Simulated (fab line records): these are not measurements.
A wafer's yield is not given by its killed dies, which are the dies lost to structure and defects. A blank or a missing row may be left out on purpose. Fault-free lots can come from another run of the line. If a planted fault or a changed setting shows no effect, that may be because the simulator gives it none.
Which tool did it? + flow sfq_line + 45 wafers from 15 lots sampled at 6 of the route's 325 steps

## WHAT EACH GAUGE READ, for each wafer
SFQ_I0_OVL_MEAS_908.
| lot  | measured     | on         | I0_OVL (nm) |
|------|--------------|------------|-------------|
| L358 | day 16 04:24 | overlay-01 | 5 7 3       |
| L359 | day 16 16:23 | overlay-01 | -1 7 9      |
| L361 | day 17 07:59 | overlay-01 | 5 -3 -2     |
| L365 | day 19 15:19 | overlay-02 | -4 -4 2     |
| L367 | day 19 22:49 | overlay-02 | -3 3 -8     |
| L368 | day 20 07:13 | overlay-02 | -6 2 -9     |
| L369 | day 20 09:37 | overlay-02 | 4 -1 -3     |
| L370 | day 20 19:13 | overlay-01 | -2 -5 -7    |
| L373 | day 22 17:47 | overlay-01 | -6 0 0      |
| L375 | day 23 12:59 | overlay-01 | 8 6 5       |
| L376 | day 24 02:12 | overlay-02 | -2 -5 -1    |
| L377 | day 24 14:11 | overlay-01 | 3 -2 1      |
| L378 | day 24 22:35 | overlay-02 | 1 -3 1      |
| L379 | day 25 17:25 | overlay-02 | -2 7 9      |
| L381 | day 26 22:47 | overlay-01 | 1 4 -6      |

SFQ_M2_RS_MEAS_914: uses a four-point probe to measure.
| lot  | measured     | on            | M2_NB_RS (ohm/sq) |
|------|--------------|---------------|-------------------|
| L358 | day 29 02:17 | film_metro-03 | 0.894 0.896 0.902 |
| L359 | day 29 15:26 | film_metro-01 | 0.901 0.897 0.889 |
| L361 | day 30 05:38 | film_metro-03 | 0.891 0.897 0.892 |
| L365 | day 32 04:37 | film_metro-04 | 0.878 0.879 1.218 |
| L367 | day 32 11:46 | film_metro-01 | 0.900 1.238 1.245 |
| L368 | day 32 16:32 | film_metro-04 | 0.902 0.891 1.261 |
| L369 | day 32 18:56 | film_metro-04 | 0.889 0.887 0.886 |
| L370 | day 33 02:08 | film_metro-04 | 0.899 0.889 0.891 |
| L373 | day 34 07:11 | film_metro-04 | 0.902 0.902 0.891 |
| L375 | day 35 09:26 | film_metro-01 | 0.885 0.878 0.885 |
| L376 | day 36 06:58 | film_metro-04 | 0.884 0.886 0.890 |
| L377 | day 37 08:44 | film_metro-03 | 0.898 0.893 0.887 |
| L378 | day 37 22:43 | film_metro-03 | 0.895 0.898 0.898 |
| L379 | day 38 21:08 | film_metro-03 | 0.888 0.893 0.898 |
| L381 | day 39 13:51 | film_metro-04 | 0.886 0.883 0.892 |

SFQ_M4_OVL_MEAS_926.
| lot  | measured     | on         | M4_OVL (nm) |
|------|--------------|------------|-------------|
| L358 | day 47 00:53 | overlay-01 | -4 -1 1     |
| L359 | day 47 10:52 | overlay-01 | 1 11 8      |
| L361 | day 48 02:01 | overlay-01 | -1 -6 -3    |
| L365 | day 56 18:08 | overlay-02 | -3 1 0      |
| L367 | day 57 01:22 | overlay-02 | 7 5 5       |
| L368 | day 57 06:55 | overlay-01 | 5 4 6       |
| L369 | day 57 10:31 | overlay-01 | -4 -2 -4    |
| L370 | day 57 23:22 | overlay-01 | 0 4 2       |
| L373 | day 58 23:21 | overlay-02 | 10 5 6      |
| L375 | day 60 01:45 | overlay-02 | 5 -1 6      |
| L376 | day 60 16:17 | overlay-01 | -1 -3 -10   |
| L377 | day 61 18:40 | overlay-02 | 3 6 9       |
| L378 | day 62 13:55 | overlay-01 | 3 10 4      |
| L379 | day 63 00:41 | overlay-02 | 4 -2 -4     |
| L381 | day 63 06:18 | overlay-02 | 0 -1 9      |

SFQ_I4_BOW_MEAS_927.
| lot  | measured     | on            | I4_BOW (um) |
|------|--------------|---------------|-------------|
| L358 | day 47 05:08 | film_metro-04 | -17 -2 -6   |
| L359 | day 47 14:56 | film_metro-02 | -7 7 -12    |
| L361 | day 48 07:14 | film_metro-01 | -5 2 -1     |
| L365 | day 57 06:49 | film_metro-01 | -2 -9 -6    |
| L367 | day 57 15:53 | film_metro-02 | 2 2 -4      |
| L368 | day 57 21:43 | film_metro-02 | 11 6 14     |
| L369 | day 58 00:43 | film_metro-04 | 5 12 7      |
| L370 | day 58 09:43 | film_metro-04 | -6 15 7     |
| L373 | day 59 03:25 | film_metro-04 | 11 19 2     |
| L375 | day 60 05:50 | film_metro-02 | 5 5 21      |
| L376 | day 60 23:15 | film_metro-02 | 15 6 13     |
| L377 | day 62 00:32 | film_metro-04 | 5 13 -3     |
| L378 | day 62 19:34 | film_metro-01 | 7 17 5      |
| L379 | day 63 04:47 | film_metro-01 | 9 8 4       |
| L381 | day 63 10:26 | film_metro-04 | -5 -6 6     |

## TOOL THAT RAN EACH LOT (tool first, then ch and the chambers of the sampled wafers, then the start)
| lot  | SFQ_TRILAYER_M2_DEP_SPUTTER_055 | SFQ_TRILAYER_M2_ETCH_METAL_ETCH_060 |
|------|---------------------------------|-------------------------------------|
| L358 | pvd_sputter-05, day 29 02:08    | rie_metal-03 ch 0,1, day 33 20:28   |
| L359 | pvd_sputter-04, day 29 15:20    | rie_metal-01 ch 0,1, day 34 07:14   |
| L361 | pvd_sputter-03, day 30 05:33    | rie_metal-04 ch 0,1, day 34 21:38   |
| L365 | pvd_sputter-04, day 32 04:32    | rie_metal-03 ch 0,1, day 37 11:55   |
| L367 | pvd_sputter-04, day 32 11:37    | rie_metal-03 ch 0,1, day 37 20:10   |
| L368 | pvd_sputter-04, day 32 16:24    | rie_metal-04 ch 0,1, day 38 04:36   |
| L369 | pvd_sputter-05, day 32 18:48    | rie_metal-01 ch 0,1, day 38 09:22   |
| L370 | pvd_sputter-05, day 33 02:00    | rie_metal-04 ch 0,1, day 38 21:22   |
| L373 | pvd_sputter-05, day 34 07:06    | rie_metal-03 ch 0,1, day 40 10:34   |
| L375 | pvd_sputter-03, day 35 09:20    | rie_metal-03 ch 0,1, day 41 15:11   |
| L376 | pvd_sputter-04, day 36 06:49    | rie_metal-01 ch 0,1, day 42 12:49   |
| L377 | pvd_sputter-03, day 37 08:38    | rie_metal-01 ch 0, day 43 16:02     |
| L378 | pvd_sputter-04, day 37 22:38    | rie_metal-01 ch 0,1, day 44 05:11   |
| L379 | pvd_sputter-05, day 38 21:02    | rie_metal-01 ch 0,1, day 44 15:59   |
| L381 | pvd_sputter-03, day 39 13:44    | rie_metal-03 ch 0,1, day 45 03:59   |
- SFQ_TRILAYER_M2_DEP_SPUTTER_055: material Nb, target thk 200 nm, time 133.3 s.
- SFQ_TRILAYER_M2_ETCH_METAL_ETCH_060: etches Nb in Cl2/Ar, stops on SiO2, target depth 240 nm, time 120 s.

## AS READ BY THE TOOLS THEMSELVES (means over the sampled wafers that have a number; for cases with no such wafer, the mark the record gives instead)
SFQ_TRILAYER_M2_DEP_SPUTTER_055.
| lot  | tool           | substrate_temp_c (C) | throttle_valve_pct (%) |
|------|----------------|----------------------|------------------------|
| L358 | pvd_sputter-05 | 20.08                | 29.8                   |
| L359 | pvd_sputter-04 | 19.95                | 30.7                   |
| L361 | pvd_sputter-03 | 20.02                | 31.0                   |
| L365 | pvd_sputter-04 | 19.90                | 30.9                   |
| L367 | pvd_sputter-04 | 19.93                | 30.6                   |
| L368 | pvd_sputter-04 | 20.02                | 31.1                   |
| L369 | pvd_sputter-05 | 20.04                | 29.6                   |
| L370 | pvd_sputter-05 | 19.97                | 29.6                   |
| L373 | pvd_sputter-05 | 20.00                | 29.2                   |
| L375 | pvd_sputter-03 | 20.01                | 30.8                   |
| L376 | pvd_sputter-04 | 20.19                | 30.0                   |
| L377 | pvd_sputter-03 | 20.07                | 30.3                   |
| L378 | pvd_sputter-04 | 19.96                | 30.1                   |
| L379 | pvd_sputter-05 | 20.03                | 29.6                   |
| L381 | pvd_sputter-03 | 19.98                | 30.3                   |

SFQ_TRILAYER_M2_ETCH_METAL_ETCH_060.
| lot  | tool         | bias_w (W) | drypump_motor_current_A (A) | oes_product_au (a.u.) |
|------|--------------|------------|-----------------------------|-----------------------|
| L358 | rie_metal-03 | 79.80      | 6.2                         | 0.891                 |
| L359 | rie_metal-01 | 80.09      | 5.4                         | 0.894                 |
| L361 | rie_metal-04 | 79.71      | 6.6                         | 0.892                 |
| L365 | rie_metal-03 | 79.93      | 6.3                         | 0.857                 |
| L367 | rie_metal-03 | 79.94      | 6.1                         | 0.796                 |
| L368 | rie_metal-04 | 79.89      | 6.6                         | 0.845                 |
| L369 | rie_metal-01 | 80.00      | 5.5                         | 0.899                 |
| L370 | rie_metal-04 | 79.70      | 6.6                         | 0.893                 |
| L373 | rie_metal-03 | 80.04      | 6.3                         | 0.891                 |
| L375 | rie_metal-03 | 80.04      | 6.2                         | 0.899                 |
| L376 | rie_metal-01 | 79.80      | 5.5                         | 0.894                 |
| L377 | rie_metal-01 | 79.98      | 5.4                         | 0.896                 |
| L378 | rie_metal-01 | 80.18      | 5.5                         | 0.890                 |
| L379 | rie_metal-01 | 80.12      | 5.5                         | 0.890                 |
| L381 | rie_metal-03 | 79.87      | 6.3                         | 0.901                 |

## THE ANSWER, worked out from the rows above alone
Rule: the lots themselves supply what counts as usual. Put in order of their means at a reading, lots are off if they are a third of the lots or fewer, leave a main group of 4 or more, and stand apart from it by a gap of 3 or more times the standard deviation of the main group's means; of several such gaps the widest counts. Not used: any main group whose means are identical at the precision the tables above print for the reading. A lot without any number at a reading at which 4 lots or more have one is off too. All remaining lots with rows at the step are treated as sound. First the gauges in route order, then the tools' own readings, where a lot's mean is used as printed above. The first step at which some lot is off is used, and at that step the reading that is off furthest; a lot without a number counts as furthest.
Off: at SFQ_M2_RS_MEAS_914 (M2_NB_RS), L365, L367, L368. The main group: mean 0.892 ohm/sq, standard deviation 0.0048.
A tool fits if, at a process step before that reading, it ran every lot that is off, and no sound lot after the first of them. Not tried: the gauges at SFQ_M2_RS_MEAS_914; whatever is off there is also off at SFQ_TRILAYER_M2_ETCH_METAL_ETCH_060, on other tools, and gauge error can't account for it. Of those tried, none fits.

## WHAT THE SIMULATOR HAD INSERTED
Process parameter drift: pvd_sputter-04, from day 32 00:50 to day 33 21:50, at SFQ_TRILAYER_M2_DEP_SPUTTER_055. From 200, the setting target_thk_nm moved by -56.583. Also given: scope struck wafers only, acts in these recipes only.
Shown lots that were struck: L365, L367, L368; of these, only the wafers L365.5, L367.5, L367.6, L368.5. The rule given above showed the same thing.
